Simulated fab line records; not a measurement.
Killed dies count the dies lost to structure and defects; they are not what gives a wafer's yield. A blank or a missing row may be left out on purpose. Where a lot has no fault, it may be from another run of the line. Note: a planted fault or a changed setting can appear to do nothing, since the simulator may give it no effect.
Split-lot study + flow sfq_line + 23 wafers read from 5 lots, route of 325 steps

== SPLIT DETAILS ==
At SFQ_TRILAYER_I3_VIA_LITHO_PEB_088 (peb time 60 s), the setting peb_temp_c was moved away from the recipe's 115 C on 11 of the 23 wafers read, by -2.9% to +2.1%. All remaining wafers had this setting at the recipe value.

== FROM THE SPLIT TO THE READING: what the file shows between them, 2 steps ==
- SFQ_TRILAYER_I3_VIA_LITHO_DEVELOP_087: time 60 s
- SFQ_TRILAYER_I3_VIA_BARC_OPEN_VIA_ETCH_121: etches BARC in O2, target depth 125 nm, time 41.7 s

== THE READING ==
I3.cd_nm (the simulator's own value, which no gauge read), in nm, at SFQ_TRILAYER_I3_VIA_ETCH_VIA_ETCH_088 (etches SiO2 in CHF3, stops on Nb, target depth 260 nm). There is no usual value for it anywhere in the file. The 12 wafers here that ran the recipe average 501.3 nm, standard deviation 2.3 nm.

| wafer  | tool, chamber at the split | peb_temp_c as run, C | against the recipe | I3.cd_nm, nm | against lot-mates on the recipe |
|--------|----------------------------|----------------------|--------------------|--------------|---------------------------------|
| L076.1 | litho_track-01, 0          | 112.6                | -2.1%              | 449          | -51.7                           |
| L076.2 | litho_track-01, 0          | 115                  | recipe             | 500.3        | -                               |
| L076.3 | litho_track-01, 0          | 112.6                | -2.1%              | 450.4        | -50.3                           |
| L076.4 | litho_track-01, 0          | 112.6                | -2.1%              | 449.7        | -51.0                           |
| L076.5 | litho_track-01, 0          | 115                  | recipe             | 501.1        | -                               |
| L079.1 | litho_track-02, 0          | 115                  | recipe             | 506.3        | -                               |
| L079.2 | litho_track-02, 0          | 116.6                | +1.4%              | 530          | +25.6                           |
| L079.4 | litho_track-02, 0          | 115                  | recipe             | 502.5        | -                               |
| L079.5 | litho_track-02, 0          | 116.6                | +1.4%              | 529.5        | +25.1                           |
| L079.6 | litho_track-02, 0          | 116.6                | +1.4%              | 526.9        | +22.5                           |
| L080.1 | litho_track-03, 0          | 111.7                | -2.9%              | 430.1        | -70.5                           |
| L080.2 | litho_track-03, 0          | 111.7                | -2.9%              | 428.9        | -71.7                           |
| L080.3 | litho_track-03, 0          | 115                  | recipe             | 502.4        | -                               |
| L080.4 | litho_track-03, 0          | 115                  | recipe             | 498          | -                               |
| L080.6 | litho_track-03, 0          | 115                  | recipe             | 501.5        | -                               |
| L083.1 | litho_track-03, 0          | 115                  | recipe             | 499.9        | -                               |
| L083.5 | litho_track-03, 0          | 115                  | recipe             | 499.9        | -                               |
| L083.6 | litho_track-03, 0          | 115                  | recipe             | 504.7        | -                               |
| L085.2 | litho_track-03, 0          | 115                  | recipe             | 499.3        | -                               |
| L085.3 | litho_track-03, 0          | 117.4                | +2.1%              | 541.6        | +42.4                           |
| L085.4 | litho_track-03, 0          | 117.4                | +2.1%              | 539.3        | +40.0                           |
| L085.5 | litho_track-03, 0          | 117.4                | +2.1%              | 542.1        | +42.9                           |
| L085.6 | litho_track-03, 0          | 115                  | recipe             | 499.2        | -                               |

FIT RESULTS
A straight line over all 23 wafers: I3.cd_nm changes by +22.6 nm for each +1% of peb_temp_c; r = +0.99; the points scatter about the line by 3.6 nm.
The same after taking each lot's own level away (the mean of its wafers on the recipe; 23 wafers): +22.4 nm for each +1%; r = +1.00; scatter 3.4 nm.
According to that fit, moving peb_temp_c by its largest amount changes the reading by 64 nm.
Measured against the standard deviation above, the lots' own levels, which go from 499.25 to 504.40 nm, span 2.2 times it.
The two slopes are in agreement: the lot-to-lot level therefore moves the slope only a little.
Check: with one of the wafers moved furthest among these (-2.9%) left out of the fit, the line predicts -66.2 nm for it against its lot-mates. Against them it came out at -70.5 nm.

== OTHER SPLITS APPLIED TO THESE WAFERS ==
Before the reading, these wafers also passed through other splits. Each is held against what the fit with the lots' levels taken away leaves over:
| other split on the same wafers                   | wafers away from the commonest value | r with I3.cd_nm (lot level and that fit taken away) |
|--------------------------------------------------|--------------------------------------|-----------------------------------------------------|
| SFQ_TRILAYER_I3_VIA_LITHO_COAT_090 resist_thk_nm | 7                                    | -0.12                                               |

== THE WHOLE CHAIN: every reading that the file lists as answering this split, in the file's order ==
| step                                       | what it does                                          | reading                                                   | change (the file's fit)              | r (the file's) |
|--------------------------------------------|-------------------------------------------------------|-----------------------------------------------------------|--------------------------------------|----------------|
| SFQ_TRILAYER_I3_VIA_BARC_OPEN_VIA_ETCH_121 | etches BARC in O2, target depth 125 nm, time 41.7 s   | I3.cd_nm (the simulator's own value, which no gauge read) | +22.5 nm for each +1% of the setting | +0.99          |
| SFQ_TRILAYER_I3_VIA_ETCH_VIA_ETCH_088      | etches SiO2 in CHF3, stops on Nb, target depth 260 nm | I3.cd_nm (the simulator's own value, which no gauge read) | +22.9 nm for each +1% of the setting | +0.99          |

== FILE'S OWN FIT ==
I3.cd_nm changes by +22.9 nm for each +1% of peb_temp_c, r = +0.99.
